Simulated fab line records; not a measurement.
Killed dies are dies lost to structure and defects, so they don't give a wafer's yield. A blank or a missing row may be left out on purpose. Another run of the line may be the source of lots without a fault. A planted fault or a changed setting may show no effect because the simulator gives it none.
Which tool did it? ; flow gf180mcu ; 14 lots, 42 wafers sampled, at 3 steps of a route of 602

WHAT THE GAUGES READ, wafer by wafer
GF_VT_IMPLANT_RS_MEAS_47: uses a four-point probe to measure.
lot;measured;on;NWELL_RS (ohm/sq)
L962;day 7 13:44;film metro-01;491.5 490.5 491.0
L963;day 7 20:18;film metro-01;487.3 486.5 487.8
L964;day 7 23:25;film metro-02;492.2 493.4 493.0
L966;day 8 15:37;film metro-02;488.6 489.4 490.1
L967;day 8 22:41;film metro-04;491.2 492.1 492.0
L968;day 9 03:36;film metro-04;489.4 491.5 490.7
L969;day 9 11:31;film metro-04;490.3 490.6 490.3
L970;day 9 18:01;film metro-04;492.8 490.9 492.2
L972;day 10 07:54;film metro-04;488.5 488.9 488.9
L975;day 11 06:55;film metro-01;489.7 489.2 488.0
L979;day 12 07:01;film metro-02;490.9 493.1 492.1
L980;day 12 12:30;film metro-01;490.3 489.9 491.4
L981;day 12 23:36;film metro-02;492.1 491.1 490.6
L982;day 13 03:01;film metro-04;488.0 487.9 488.2

GF_CONTACT_THK_MEAS_26: measures by xrf.
lot;measured;on;CONTACT_W_THK (nm)
L962;day 16 02:08;film metro-04;295 293 289
L963;day 16 10:12;film metro-01;288 292 290
L964;day 16 17:35;film metro-01;286 294 293
L966;day 17 09:44;film metro-01;294 291 288
L967;day 17 23:59;film metro-01;291 291 294
L968;day 18 10:11;film metro-04;292 295 292
L969;day 18 14:38;film metro-04;286 290 288
L970;day 19 02:35;film metro-01;298 294 294
L972;day 19 21:20;film metro-04;302 297 297
L975;day 21 02:44;film metro-04;289 291 289
L979;day 22 06:58;film metro-01;292 287 291
L980;day 22 18:44;film metro-02;292 293 294
L981;day 23 01:31;film metro-01;288 291 289
L982;day 23 04:37;film metro-04;292 291 296

TOOL THAT RAN EACH LOT (tool first, then ch and the chambers of the sampled wafers, then the start)
lot;GF_STI_WET_ETCH_17
L962;wet bench-01 ch 1, day 2 02:29
L963;wet bench-03 ch 3, day 2 07:47
L964;wet bench-02 ch 0, day 2 11:26
L966;wet bench-01 ch 0, day 2 22:23
L967;wet bench-03 ch 2, day 3 02:37
L968;wet bench-03 ch 3, day 3 08:17
L969;wet bench-01 ch 3, day 3 13:59
L970;wet bench-03 ch 2, day 3 19:05
L972;wet bench-03 ch 0, day 4 06:14
L975;wet bench-02 ch 1, day 4 21:38
L979;wet bench-02 ch 1, day 5 16:59
L980;wet bench-02 ch 2, day 5 22:13
L981;wet bench-02 ch 3, day 6 05:47
L982;wet bench-02 ch 1, day 6 09:04
- GF_STI_WET_ETCH_17: etches Si3N4 in H3PO4, target depth 45 nm, time 514 s.

WHAT THE TOOLS THEMSELVES READ (means of the sampled wafers that have a number; where no wafer has one, the mark that the record gives instead)
GF_STI_WET_ETCH_17.
lot;tool;bath heat duty pct (%);run length s (s)
L962;wet bench-01;26;541
L963;wet bench-03;29;540
L964;wet bench-02;28;539
L966;wet bench-01;27;548
L967;wet bench-03;29;538
L968;wet bench-03;30;548
L969;wet bench-01;29;539
L970;wet bench-03;28;98
L972;wet bench-03;19;99
L975;wet bench-02;25;539
L979;wet bench-02;26;539
L980;wet bench-02;20;540
L981;wet bench-02;24;547
L982;wet bench-02;25;547

THE ANSWER, worked out from the rows above alone
Rule: the lots themselves supply what counts as usual. Put in order of their means at a reading, lots are off if they are a third of the lots or fewer, leave a main group of 4 or more, and stand apart from it by a gap of 3 or more times the standard deviation of the main group's means; of several such gaps the widest counts. The tables above print the reading to a certain number of digits; a main group whose means all agree to those digits is not used. A lot without any number at a reading at which 4 lots or more have one is off too. Where the step has rows for the other lots, those lots are counted as sound. Order of review: gauges by route order, followed by the tools' own readings, for which a lot's mean as printed above is used. At the first step where some lot is off, the reading lying furthest off is the one used; lots without a number count as furthest.
Off: L970, L972, at GF_STI_WET_ETCH_17 (run length s). The main group: mean 542 s, standard deviation 3.9.
If a tool, at that step or one of the process steps before it, ran each lot that is off and ran no sound lot following the first of them, it fits. One fits: GF_STI_WET_ETCH_17 on wet bench-03. A fault onset in the window from L968 (day 3 08:17, its last sound lot) to L970 (day 3 19:05, its first lot off) fits.
The tool's own readings at GF_STI_WET_ETCH_17 bear it out: on the lots that are off they differ by more than 5 times the standard deviation of the sound lots' means. run length s reads 98 s there against 542 s on the sound lots.

WHAT HAD BEEN PUT IN BY THE SIMULATOR
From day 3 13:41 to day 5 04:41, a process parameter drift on wet bench-03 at GF_STI_WET_ETCH_17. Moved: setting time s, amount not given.
Lots struck among those shown: L970, L972. This agrees with what the rule above found.
